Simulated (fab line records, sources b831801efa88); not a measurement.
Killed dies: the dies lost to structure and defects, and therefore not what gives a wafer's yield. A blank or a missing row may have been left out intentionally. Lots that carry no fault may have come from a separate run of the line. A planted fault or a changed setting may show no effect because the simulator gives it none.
8D (eight disciplines) problem report, filled in by code	flow sky130	the parts of the form that need people (team, actions taken, sign-off) are left out

## 1. THE ISSUE
Mean DNWELL_TW at SKY_DNWELL_TW_MEAS_09: 531 over 6 wafers in 2 lots; fault-free wafers: 1105, standard deviation 20. Measured from the usual mean, that is -29 standard deviations.
Seen first at day 7 10:37 on film_metro-03, wafer L740.3. The record has a number at this step for 42 wafers belonging to 14 lots. Rule for "out", or "out of limits": more than 4 standard deviations from the usual mean. All remaining wafers that have a number are taken as sound.

## 2. WHAT IT IS, WHAT IT ISN'T
question	is	is not
which readings at this step	DNWELL_TW	-
which lots	L740, L743	L721, L722, L723, L724, L725, L726, L727, L730, L731, L732, L735, L741
which wafers of those lots	all that have a number	-
read on which gauges	film_metro-02, film_metro-03	film_metro-01
when	from day 7 10:37	up to then (33 sound wafers); but 3 sound wafers of L741 came after

## 3. SUSPECTS, AND WHAT RULES EACH OUT
Counting: a tool at a process step up to the reading stays a suspect if it ran every lot that is out and no sound lot after the first of them.
- the gauge at SKY_DNWELL_TW_MEAS_09: ruled out. Those wafers that are out were read across 2 gauges (film_metro-02, film_metro-03).
- litho_track-02 at SKY_DNWELL_DEVELOP_06 (develop time 60 s): kept. All lots that are out passed through it, beginning with L740 at day 7 10:00, and no sound lot followed; its final sound lot before that point was L731 at day 5 08:00.
Remaining after the count: litho_track-02 at SKY_DNWELL_DEVELOP_06.

## 4. THE CAUSE (what the simulator had put in)
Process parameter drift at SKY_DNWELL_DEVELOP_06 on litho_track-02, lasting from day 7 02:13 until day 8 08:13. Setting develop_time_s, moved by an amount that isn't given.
The count eliminated every tool but this one.

## 5. SEQUENCE OF EFFECTS, ordered by route
Rows list readings where the struck wafers' mean (over those with a number) sits beyond 3 standard deviations from the usual. Readings are gone through only where the record gives a usual standard deviation; hours: the median, over the lots, of the time from a lot's start at the first step in this table giving one to that lot's start at this step; sigmas: the change measured in usual standard deviations.
hours	step	reading	usual	on struck wafers	change	sigmas
0	SKY_DNWELL_TW_MEAS_09	DNWELL_TW	1105	531	-574	-29
1038	SKY_PAD_OPEN_PROBE_99	killed_at_front_end	15	422	+407	+97
1038	SKY_PAD_OPEN_PROBE_99	killed_dies	87	492	+405	+42
1038	SKY_PAD_OPEN_PROBE_99	killed_on_rim	17	96	+79	+19
Its process steps:
- SKY_PAD_OPEN_PROBE_99
Later steps that measure or inspect, where all struck wafers having a row at the step show a number for every such reading and not one has moved that far: SKY_GATE_OXIDE_OVL_MEAS_10.

## 6. WHAT WOULD HAVE CAUGHT IT SOONER
8 hours passed between the start of the fault at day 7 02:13 and the first reading out of limits at a measuring or inspecting step in this record, taken at day 7 10:37.
Lots out: 2; of these, L743 started SKY_DNWELL_DEVELOP_06 on litho_track-02 after day 7 10:37. Holding the tool at that time would have saved it.
